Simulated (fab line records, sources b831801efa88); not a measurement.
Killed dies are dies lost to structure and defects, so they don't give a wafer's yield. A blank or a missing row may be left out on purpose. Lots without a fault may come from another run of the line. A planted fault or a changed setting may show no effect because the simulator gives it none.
Split-lot experiment | flow sky130 | 5 lots, 23 wafers read, on a route of 708 steps

THE SPLIT
At SKY_VT_ADJUST_HVTP_DEVELOP_06 (develop time 60 s), the setting dev_temp_c was moved away from the recipe's 23 C on 4 of the 23 wafers read, by -7.2% to +14.2%. The other wafers ran this setting at the recipe's value.

The file shows no step between the split and the reading.

THE READING
cd_nm, in nm, at SKY_VT_ADJUST_HVTP_CD_MEAS_07 (target cd 380 nm). Fault-free wafers of this fab line usually give 380.0 nm, standard deviation 2.2 nm.

wafer  | tool, chamber at the split | dev_temp_c as run, C | against the recipe | cd_nm, nm | against lot-mates on the recipe
L074.2 | litho_track-04, 0          | 23                   | recipe             | 377.3     | -
L074.3 | litho_track-04, 0          | 26.26                | +14.2%             | 367.0     | -9.8
L074.4 | litho_track-04, 0          | 23                   | recipe             | 377.1     | -
L074.5 | litho_track-04, 0          | 26.26                | +14.2%             | 368.9     | -7.9
L074.6 | litho_track-04, 0          | 23                   | recipe             | 376.0     | -
L078.1 | litho_track-01, 0          | 23                   | recipe             | 381.7     | -
L078.3 | litho_track-01, 0          | 23                   | recipe             | 382.2     | -
L078.4 | litho_track-01, 0          | 23                   | recipe             | 383.0     | -
L080.1 | litho_track-03, 0          | 23                   | recipe             | 380.0     | -
L080.3 | litho_track-03, 0          | 23                   | recipe             | 379.6     | -
L080.4 | litho_track-03, 0          | 23                   | recipe             | 378.9     | -
L080.5 | litho_track-03, 0          | 23                   | recipe             | 378.3     | -
L080.6 | litho_track-03, 0          | 23                   | recipe             | 378.3     | -
L082.1 | litho_track-04, 0          | 23                   | recipe             | 383.3     | -
L082.2 | litho_track-04, 0          | 23                   | recipe             | 380.0     | -
L082.3 | litho_track-04, 0          | 23                   | recipe             | 380.2     | -
L082.4 | litho_track-04, 0          | 23                   | recipe             | 382.6     | -
L082.6 | litho_track-04, 0          | 23                   | recipe             | 383.1     | -
L083.1 | litho_track-04, 0          | 23                   | recipe             | 378.7     | -
L083.2 | litho_track-04, 0          | 23                   | recipe             | 383.3     | -
L083.3 | litho_track-04, 0          | 23                   | recipe             | 379.1     | -
L083.4 | litho_track-04, 0          | 21.35                | -7.2%              | 388.6     | +8.2
L083.6 | litho_track-04, 0          | 21.35                | -7.2%              | 386.5     | +6.1

THE FIT
A straight line over all 23 wafers: cd_nm changes by -0.899 nm for each +1% of dev_temp_c; r = -0.89; the points scatter about the line by 2.2 nm.
The same after taking each lot's own level away (the mean of its wafers on the recipe; 23 wafers): -0.709 nm for each +1%; r = -0.93; scatter 1.4 nm.
On that fit, the largest move of dev_temp_c shifts the reading by 10 nm.
The lots' own levels span 376.80 to 382.30 nm, that is 2.5 times the standard deviation above.
So the lot-to-lot level changes the slope: the two fits differ.
Check: with one of the wafers moved furthest among these (+14.2%) left out of the fit, the line predicts -9.74 nm for it against its lot-mates. It came out at -9.8 nm against them.

OTHER SPLITS ON THESE WAFERS
These wafers also went through other splits before the reading. Each is held against what the fit with the lots' levels taken away leaves over:
other split on the same wafers    | wafers away from the commonest value | r with cd_nm (lot level and that fit taken away)
SKY_FIELD_ISO_OXIDATION_01 temp_c | 10                                   | +0.21
SKY_NWELL_OXIDATION_01 ox_time_s  | 15                                   | +0.22
SKY_PWDE_COAT_02 spin_rpm         | 10                                   | -0.01
SKY_NWELL_IMPLANT_11 dose_cm2     | 9                                    | +0.12
SKY_NWELL_IMPLANT_24 energy_kev   | 8                                    | -0.33
SKY_NWELL_CLEAN_27 time_s         | 15                                   | -0.23

THE FILE'S OWN FIT
cd_nm changes by -0.703 nm for each +1% of dev_temp_c, r = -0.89.
